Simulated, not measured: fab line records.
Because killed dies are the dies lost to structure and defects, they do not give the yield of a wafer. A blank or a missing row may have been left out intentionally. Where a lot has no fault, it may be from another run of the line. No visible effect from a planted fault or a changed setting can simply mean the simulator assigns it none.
Struck lot and sound lot, side by side :: flow gf180mcu :: 33 steps out of a route of 602
Sound: these wafers, L831.1, L831.2, L831.5. The struck wafers were L822.2, L822.3, L822.6. The cause comes at the end.
At each step with rows: each side's tool, then ch and its chambers, then its first start. Under that, the readings that differ: sound wafers :: struck wafers :: difference of the means :: sigmas: that difference in standard deviations of wafers without a fault.
alike: words and numbers the same on both sides, and readings whose means are apart by under 2 such deviations; not compared: readings that were withheld, readings missing a value for some wafer, numbers with overlapping values and no deviation given by the record, and bounds like >300 which may hide the same value.
The two part at a step that has a row with sigmas, a row that says differs or no value, or rows on one side only. Numbers that have no deviation but don't overlap get no sigmas and don't part them. A reading that every wafer of one side lacks parts them only if that side has two wafers or more.

first, 3 steps without rows for these wafers: GF_LVPWELL_EXPOSE_04 (exposes mask LVPWELL, target cd 600 nm); GF_LVPWELL_PEB_05; GF_LVPWELL_DEVELOP_06 (develop time 60 s).
GF_LVPWELL_OVL_MEAS_07:
  sound on overlay-02 at day 7 07:58; struck on overlay-02 at day 5 06:55
  alike: LVPWELL_OVL
then, 2 steps without rows for these wafers: GF_LVPWELL_IMPLANT_08; GF_LVPWELL_IMPLANT_09.
GF_LVPWELL_STRIP_10: strips in O2/N2.
  sound on plasma-asher-04 ch 0,1, day 7 08:17; struck on plasma-asher-03 ch 0,1, day 5 07:14
  alike: drypump-motor-current-A, heater-power-w, oes-product-au, strip-time-to-endpoint-s
  not compared: rf-hours-counter-h
GF_LVPWELL_TW_MEAS_11:
  sound on film-metro-03 at day 7 08:23; struck on film-metro-04 at day 5 07:21
  alike: LVPWELL_TW
then, 4 steps without rows for these wafers: GF_MVSD_DEHYDRATE_00 (time 60 s); GF_MVSD_HMDS_01 (prime time 60 s); GF_MVSD_COAT_02 (resist thk 3000 nm); GF_MVSD_SOFTBAKE_03.
GF_MVSD_EXPOSE_04: exposes mask MVSD, target cd 1000 nm.
  sound on iline-stepper-02 ch 0, day 7 16:31; struck on iline-stepper-02 ch 0, day 5 14:54
reading: mask
sound: MVSD#0 MVSD#0 MVSD#0
struck: MVPSD#0 MVPSD#0 MVPSD#0
difference: differs
sigmas: 
  alike: focus-offset-nm
then, 2 steps without rows for these wafers: GF_MVSD_PEB_05; GF_MVSD_DEVELOP_06 (develop time 60 s).
GF_MVSD_OVL_MEAS_07:
  sound on overlay-01 at day 7 23:46; struck on overlay-02 at day 5 21:49
reading: MVSD_OVL (nm)
sound: 0.2 -1.5 -0.7
struck: - - -
difference: no value on the struck wafers
sigmas: 
then, 2 steps without rows for these wafers: GF_MVSD_IMPLANT_08; GF_MVSD_IMPLANT_09.
GF_MVSD_STRIP_10: strips in O2/N2.
  sound on plasma-asher-01 ch 0,1, day 8 00:05; struck on plasma-asher-04 ch 0,1, day 5 22:09
  alike: drypump-motor-current-A, heater-power-w, oes-product-au, strip-time-to-endpoint-s
  not compared: rf-hours-counter-h
GF_MVSD_TW_MEAS_11:
  sound on film-metro-03 at day 8 00:11; struck on film-metro-01 at day 5 22:16
reading: MVSD_TW
sound: 1583 1584 1580
struck: 30 29 30
difference: -1553
sigmas: -99 or more
then, 7 steps without rows for these wafers: GF_MVPSD_DEHYDRATE_00 (time 60 s); GF_MVPSD_HMDS_01 (prime time 60 s); GF_MVPSD_COAT_02 (resist thk 3000 nm); GF_MVPSD_SOFTBAKE_03; GF_MVPSD_EXPOSE_04 (exposes mask MVPSD, target cd 1000 nm); GF_MVPSD_PEB_05; GF_MVPSD_DEVELOP_06 (develop time 60 s).
GF_MVPSD_OVL_MEAS_07:
  sound on overlay-01 at day 8 16:43; struck on overlay-01 at day 6 12:07
  alike: MVPSD_OVL
then, 2 steps without rows for these wafers: GF_MVPSD_IMPLANT_08; GF_MVPSD_IMPLANT_09.
GF_MVPSD_STRIP_10: strips in O2/N2.
  sound on plasma-asher-01 ch 0,1, day 8 17:02; struck on plasma-asher-03 ch 0,1, day 6 12:26
  alike: drypump-motor-current-A, heater-power-w, oes-product-au, strip-time-to-endpoint-s
  not compared: rf-hours-counter-h
GF_MVPSD_TW_MEAS_11:
  sound on film-metro-04 at day 8 17:08; struck on film-metro-01 at day 6 12:33
reading: MVPSD_TW
sound: 552 553 551
struck: 1580 1582 1575
difference: +1027
sigmas: +99 or more
then, 1 step without rows for these wafers: GF_VT_IMPLANT_DEHYDRATE_00 (time 60 s).

## WHERE THEY PART
First at GF_MVSD_EXPOSE_04; last, within this record, at GF_MVPSD_TW_MEAS_11.

WHY: whatever the simulator had introduced
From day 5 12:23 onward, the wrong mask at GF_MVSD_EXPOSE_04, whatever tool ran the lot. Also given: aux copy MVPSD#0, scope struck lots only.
